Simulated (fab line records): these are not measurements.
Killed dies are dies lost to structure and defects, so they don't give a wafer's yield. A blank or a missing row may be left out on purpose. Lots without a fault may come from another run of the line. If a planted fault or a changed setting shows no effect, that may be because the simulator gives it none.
A lot that was struck, set against a sound lot :: flow sky130 :: 18 out of 708 route steps
Sound: these wafers, L137.2, L137.3, L137.5. Struck: wafers L156.3, L156.5, L156.6. Last of all comes the cause.
Order at every step that has rows: each side's tool, ch and its chambers, its first start. Under that, the readings that differ: sound wafers :: struck wafers :: difference of the means :: sigmas: that difference in standard deviations of wafers without a fault.
alike: words and numbers the same on both sides, and readings whose means are apart by under 2 such deviations; not compared: readings that were withheld, readings missing a value for some wafer, numbers with overlapping values and no deviation given by the record, and bounds like >300 which may hide the same value.
The two part at a step that has a row with sigmas, a row that says differs or no value, or rows on one side only. When numbers do not overlap yet have no deviation, they are printed without sigmas and do not part them. Lack of a reading on every wafer of one side parts them only where that side has two or more wafers.

first, 5 steps without rows for these wafers: SKY_VIA4_COAT_06 (resist thk 1140 nm); SKY_VIA4_SOFTBAKE_07 (time 60 s); SKY_VIA4_EXPOSE_08 (exposes mask VIM4, target cd 800 nm); SKY_VIA4_PEB_09; SKY_VIA4_DEVELOP_10 (develop time 60 s).
SKY_VIA4_OVL_MEAS_11:
  sound: overlay-01 at day 43 14:43; struck: overlay-02 at day 48 12:35
  alike: VIA4_OVL
SKY_VIA4_ETCH_12: etches SiO2 in C4F8/O2/Ar, stops on TiN, target depth 580 nm.
  sound on rie diel-04 ch 2,3, day 43 14:44; struck on rie diel-04 ch 0,3, day 48 12:37
  alike: oes product au
SKY_VIA4_STRIP_13: strips in O2/N2.
  sound on plasma asher-04 ch 0,1, day 43 14:49; struck on plasma asher-03 ch 0,1, day 48 12:43
  alike: drypump motor current A, o2 flow sccm, oes product au, strip time to endpoint s
  not compared: rf hours counter h
then, 3 steps without rows for these wafers: SKY_VIA4_STRIP_14 (strips in post etch residue remover, time 1200 s); SKY_VIA4_CLEAN_15 (cleans in IPA, time 180 s); SKY_VIA4_CLEAN_16 (cleans in O3/DIW).
SKY_VIA4_SPUTTER_17: material TiN, target thk 20 nm, time 80 s.
  sound: pvd sputter-02 at day 43 15:28; struck: pvd sputter-01 at day 48 13:53
  alike: throttle valve pct
SKY_VIA4_CVD_18: deposits W, target thk 505 nm, time 152.14 s.
  sound on cvd w-01 ch 0,1, day 43 15:32; struck on cvd w-02 ch 0,1, day 48 14:00
reading: susceptor temp C (C)
sound: 399.96 399.69 400.13
struck: 392.79 392.67 392.95
difference: -7.12
sigmas: -34

reading: model.W_of_VIA4_CVD_18.thk nm (nm)
sound: 497.4 504.5 503.9
struck: 447.6 437 437.7
difference: -61.2
sigmas: 
  alike: heater power w
SKY_VIA4_RS_MEAS_19: a four-point-probe measurement.
  sound: film metro-03 at day 43 15:42; struck: film metro-01 at day 48 14:26
reading: VIA4_W_RS (ohm/sq)
sound: 0.2295 0.2264 0.2266
struck: 0.2553 0.2617 0.2615
difference: +0.0320
sigmas: +16
  not compared: hold
SKY_VIA4_THK_MEAS_20: measures by xrf.
  sound: film metro-03 at day 43 15:49; struck: film metro-01 at day 48 18:39
reading: VIA4_W_THK (nm)
sound: 521 527 521
struck: 459 448 448
difference: -71
sigmas: -10
  not compared: hold
SKY_VIA4_CMP_21: polishes, stops on SiO2, t overpolish 25 s, target thk 0 nm.
  sound on cmp-01 ch 0,3, day 43 15:55; struck on cmp-01 ch 0,1,2, day 48 22:07
reading: hold
sound: - - -
struck: await dispo/3.3h/release await dispo/3.3h/release await dispo/3.3h/release
difference: no value on the sound wafers
sigmas: 

reading: time to endpoint s (s)
sound: 118 127 123
struck: 109 103 111
difference: -15
sigmas: -4
  alike: head pressure psi, motor current A
SKY_METAL5_SPUTTER_00: material Ti, target thk 15 nm, time 10 s.
  sound: pvd sputter-03 at day 43 16:10; struck: pvd sputter-02 at day 48 22:19
  alike: throttle valve pct
SKY_PAD_OPEN_PROBE_99:
  sound: prober-02 at day 46 14:14; struck: prober-01 at day 50 20:35
reading: defect limited yield (%)
sound: 83.5 85.6 83.9
struck: 81.1 79.9 78.9
difference: -4.4
sigmas: -2

reading: killed at front end
sound: 11 10 8
struck: 23 28 22
difference: +15
sigmas: +3

reading: killed dies
sound: 81 71 79
struck: 93 99 104
difference: +22
sigmas: +2

reading: sort_bin_6_memory (%)
sound: 6.3 4.7 5.1
struck: 7.7 8.7 7.1
difference: +2.5
sigmas: +2

reading: sort n pass
sound: 411 421 413
struck: 399 393 388
difference: -22
sigmas: -2

reading: sort yield pct (%)
sound: 83.5 85.6 83.9
struck: 81.1 79.9 78.9
difference: -4.4
sigmas: -2
  alike: killed_at_M0_to_M3, killed_at_M4_up, killed at contacts, killed at other, killed open, killed short, sort_bin_3_pad_short, sort_bin_5_function

WHERE THEY PART
First at SKY_VIA4_CVD_18; last, within this record, at SKY_PAD_OPEN_PROBE_99.

WHY: what the simulator had put in
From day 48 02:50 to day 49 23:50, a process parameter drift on cvd w-02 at SKY_VIA4_CVD_18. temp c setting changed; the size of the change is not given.
